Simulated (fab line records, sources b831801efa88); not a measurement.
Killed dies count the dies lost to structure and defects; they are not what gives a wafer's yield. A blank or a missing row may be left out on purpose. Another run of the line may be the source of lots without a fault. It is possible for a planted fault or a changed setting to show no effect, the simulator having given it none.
A lot that was struck, set against a sound lot -- flow sky130 -- 17 steps out of a route of 708
Sound: wafers L492.2, L492.4, L492.5. Wafers L498.2, L498.3, L498.6 were the ones struck. The cause is given at the end.
Per side, at each step with rows, come the tool, then ch with its chambers, and then its first start. Under that, the readings that differ: sound wafers -- struck wafers -- difference of the means -- sigmas: that difference in standard deviations of wafers without a fault.
alike: readings whose means differ by less than 2 such deviations, and words and numbers that are the same on both sides. not compared: withheld readings, readings that some wafer has no value for, bounds like >300 that may hide the same value, and numbers for which the record gives no deviation and whose values overlap.
Wherever a step has rows on one side only, a row that says differs or no value, or a row with sigmas, the two part there. Numbers that don't overlap but have no deviation are shown without sigmas and don't part them. A reading that every wafer of one side lacks parts them only if that side has two wafers or more.

SKY_PASSIVATION_ETCH_11: etches the open film in CF4/O2, stops on AlCu, target depth 725 nm, time 161.1 s.
  sound on rie_diel-02 ch 0,1,3, day 46 02:40; struck on rie_diel-03 ch 0,3, day 47 16:05
  alike: drypump_motor_current_A, oes_product_au, throttle_valve_pct
  not compared: rf_hours_counter_h
SKY_PASSIVATION_STRIP_12: strips in O2/N2.
  sound on plasma_asher-03 ch 0,1, day 46 02:46; struck on plasma_asher-03 ch 0,1, day 47 16:12
  alike: drypump_motor_current_A, oes_product_au, strip_time_to_endpoint_s
  not compared: rf_hours_counter_h
then, 7 steps without rows for these wafers: SKY_PAD_OPEN_DEHYDRATE_00 (time 60 s); SKY_PAD_OPEN_HMDS_01 (prime time 60 s); SKY_PAD_OPEN_COAT_02 (resist thk 3000 nm); SKY_PAD_OPEN_SOFTBAKE_03; SKY_PAD_OPEN_EXPOSE_04 (exposes mask PDM, target cd 60000 nm); SKY_PAD_OPEN_PEB_05; SKY_PAD_OPEN_DEVELOP_06 (develop time 60 s).
SKY_PAD_OPEN_ETCH_07: etches the open film in CF4/O2, stops on AlCu, target depth 725 nm, time 161.1 s.
  sound on rie_diel-04 ch 2,3, day 46 23:38; struck on rie_diel-04 ch 0,2, day 48 12:08
  alike: drypump_motor_current_A, oes_product_au, throttle_valve_pct
  not compared: rf_hours_counter_h
SKY_PAD_OPEN_STRIP_08: strips in O2/N2.
  sound on plasma_asher-01 ch 0,1, day 46 23:45; struck on plasma_asher-02 ch 0,1, day 48 12:15
reading,sound,struck,difference,sigmas
drypump_motor_current_A (A),5.31 5.28 5.10,5.93 5.69 5.94,+0.62,+2
  alike: oes_product_au
  not compared: rf_hours_counter_h
then, 1 step without rows for these wafers: SKY_PAD_OPEN_STRIP_09 (strips in post etch residue remover, time 1200 s).
SKY_PAD_OPEN_CLEAN_10: cleans in IPA, time 180 s.
  sound on wet_bench-03 ch 3, day 47 00:15; struck on wet_bench-03 ch 1, day 48 12:41
then, 2 steps without rows for these wafers: SKY_PAD_OPEN_CLEAN_11 (cleans in O3/DIW); SKY_PAD_OPEN_ANNEAL_12.
SKY_PAD_OPEN_BOW_MEAS_13:
  sound on film_metro-04 at day 47 01:56; struck on film_metro-01 at day 48 14:22
  alike: PAD_OPEN_BOW
SKY_PAD_OPEN_PROBE_99:
  sound on prober-01 at day 47 02:05; struck on prober-01 at day 48 14:31
reading,sound,struck,difference,sigmas
defect_limited_yield (%),84.1 83.1 81.1,74.0 69.7 69.5,-11.7,-6
killed_at_other,1 0 1,66 67 70,+67,+94
killed_dies,78 83 93,128 149 150,+58,+6
sort_bin_3_pad_short (%),1.2 0.4 1.6,6.5 5.9 3.7,+4.3,+9
sort_bin_5_function (%),10.0 11.6 9.3,14.6 16.9 18.5,+6.4,+5
sort_n_pass,414 409 399,364 343 342,-58,-6
sort_yield_pct (%),84.1 83.1 81.1,74.0 69.7 69.5,-11.7,-6
model.etest.tester.sort_n_pass,414 409 399,364 343 342,-58,
model.etest.tester.sort_yield_pct (%),84.15 83.13 81.1,73.98 69.72 69.51,-11.72,
model.etest.tester.sort_bin_5_pct (%),9.959 11.59 9.35,14.63 16.87 18.5,+6.37,
model.etest.tester.sort_bin_3_pct (%),1.22 0.4065 1.626,6.504 5.894 3.659,+4.268,
  alike: killed_at_M0_to_M3, killed_at_M4_up, killed_at_contacts, killed_at_front_end, killed_on_rim, killed_open, killed_short, sort_bin_6_memory

== WHERE THEY PART ==
Earliest at SKY_PAD_OPEN_STRIP_08; latest, in this record, at SKY_PAD_OPEN_PROBE_99.

WHY: what had been put in by the simulator
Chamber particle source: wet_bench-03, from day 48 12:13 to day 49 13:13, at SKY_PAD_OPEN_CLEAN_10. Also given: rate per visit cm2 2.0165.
